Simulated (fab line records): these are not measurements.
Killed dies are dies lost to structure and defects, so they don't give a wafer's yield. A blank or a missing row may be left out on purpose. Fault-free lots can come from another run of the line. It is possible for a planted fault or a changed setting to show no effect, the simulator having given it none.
Lot-split experiment	flow sfq-line	5 lots, 23 wafers read, on a route of 325 steps

THE SPLIT ITSELF
At SFQ_TRILAYER_M1_LITHO_EXPOSE_040 (exposes mask M1, target cd 500 nm), the setting dose-mj was moved away from the recipe's 14.4 on 5 of the 23 wafers read, by -6.6% to -4.0%. This setting was run at the recipe's value on the other wafers.

FROM THE SPLIT TO THE READING: what the file shows between them, 3 steps
- SFQ_TRILAYER_M1_LITHO_PEB_042: peb time 60 s
- SFQ_TRILAYER_M1_LITHO_DEVELOP_041: time 60 s
- SFQ_TRILAYER_M1_BARC_OPEN_METAL_ETCH_054: etches BARC in O2, target depth 125 nm, time 41.7 s

THE READING
M1.cd-nm (the simulator's own value, which no gauge read), in nm, at SFQ_TRILAYER_M1_ETCH_METAL_ETCH_042 (etches Nb in Cl2/Ar, stops on SiO2, target depth 240 nm, time 125.7 s). The file does not state a usual value for it. Average 499.2 nm, standard deviation 1.8 nm, over the 18 wafers here run with the recipe.

wafer	tool, chamber at the split	dose-mj as run	against the recipe	M1.cd-nm, nm	against lot-mates on the recipe
L074.4	krf-scanner-02, 0	14.4	recipe	501.3	-
L074.5	krf-scanner-02, 0	14.4	recipe	502	-
L074.6	krf-scanner-02, 0	14.4	recipe	501.8	-
L077.1	krf-scanner-02, 0	13.45	-6.6%	508.9	+10.0
L077.3	krf-scanner-02, 0	14.4	recipe	500	-
L077.4	krf-scanner-02, 0	13.45	-6.6%	509.9	+11.0
L077.5	krf-scanner-02, 0	14.4	recipe	500.2	-
L077.6	krf-scanner-02, 0	14.4	recipe	496.5	-
L081.1	krf-scanner-02, 0	14.4	recipe	498.5	-
L081.2	krf-scanner-02, 0	14.4	recipe	496.1	-
L081.3	krf-scanner-02, 0	14.4	recipe	500.5	-
L081.4	krf-scanner-02, 0	14.4	recipe	498.5	-
L081.6	krf-scanner-02, 0	14.4	recipe	500	-
L084.1	krf-scanner-02, 0	14.4	recipe	499.6	-
L084.2	krf-scanner-02, 0	14.4	recipe	496.1	-
L084.3	krf-scanner-02, 0	14.4	recipe	498	-
L084.5	krf-scanner-02, 0	14.4	recipe	498.3	-
L084.6	krf-scanner-02, 0	14.4	recipe	498.1	-
L085.1	krf-scanner-02, 0	13.82	-4.0%	506.5	+6.3
L085.2	krf-scanner-02, 0	14.4	recipe	500.1	-
L085.3	krf-scanner-02, 0	13.82	-4.0%	509.7	+9.5
L085.5	krf-scanner-02, 0	14.4	recipe	500.3	-
L085.6	krf-scanner-02, 0	13.82	-4.0%	508.4	+8.2

FIT RESULTS
A straight line over all 23 wafers: M1.cd-nm changes by -1.77 nm for each +1% of dose-mj; r = -0.90; the points scatter about the line by 1.9 nm.
The same after taking each lot's own level away (the mean of its wafers on the recipe; 23 wafers): -1.72 nm for each +1%; r = -0.95; scatter 1.3 nm.
According to that fit, moving dose-mj by its largest amount changes the reading by 11 nm.
The lots' own levels span 498.02 to 501.70 nm, that is 2.1 times the standard deviation above.
So the lot-to-lot level changes the slope little: the two slopes agree.
Check: for one of the wafers moved furthest among these (-6.6%), held out of the fit, the line's prediction against its lot-mates is +12.1 nm. It came out at +10 nm against them.

OTHER SPLITS APPLIED TO THESE WAFERS
Before the reading, these wafers also passed through other splits. Each is held against what the fit with the lots' levels taken away leaves over:
other split on the same wafers	wafers away from the commonest value	r with M1.cd-nm (lot level and that fit taken away)
SFQ_TRILAYER_INCOMING_OXIDATION_002 ox-time-s	10	-0.18
SFQ_TRILAYER_M0_DEP_SPUTTER_019 time-s	8	+0.12
SFQ_TRILAYER_I0_VIA_LITHO_EXPOSE_032 dose-mj	7	-0.08
SFQ_TRILAYER_I0_VIA_BARC_OPEN_VIA_ETCH_046 source-w	11	+0.17
SFQ_TRILAYER_M1_DEP_SPUTTER_037 time-s	6	+0.21

THE WHOLE CHAIN: every reading that the file lists as answering this split, in the file's order
step	what it does	reading	change (the file's fit)	r (the file's)
SFQ_TRILAYER_M1_BARC_OPEN_METAL_ETCH_054	etches BARC in O2, target depth 125 nm, time 41.7 s	M1.cd-nm (the simulator's own value, which no gauge read)	-1.82 nm for each +1% of the setting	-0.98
SFQ_TRILAYER_M1_ETCH_METAL_ETCH_042	etches Nb in Cl2/Ar, stops on SiO2, target depth 240 nm, time 125.7 s	M1.cd-nm (the simulator's own value, which no gauge read)	-1.7 nm for each +1% of the setting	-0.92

THE FILE'S OWN FIT
M1.cd-nm changes by -1.7 nm for each +1% of dose-mj, r = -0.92.
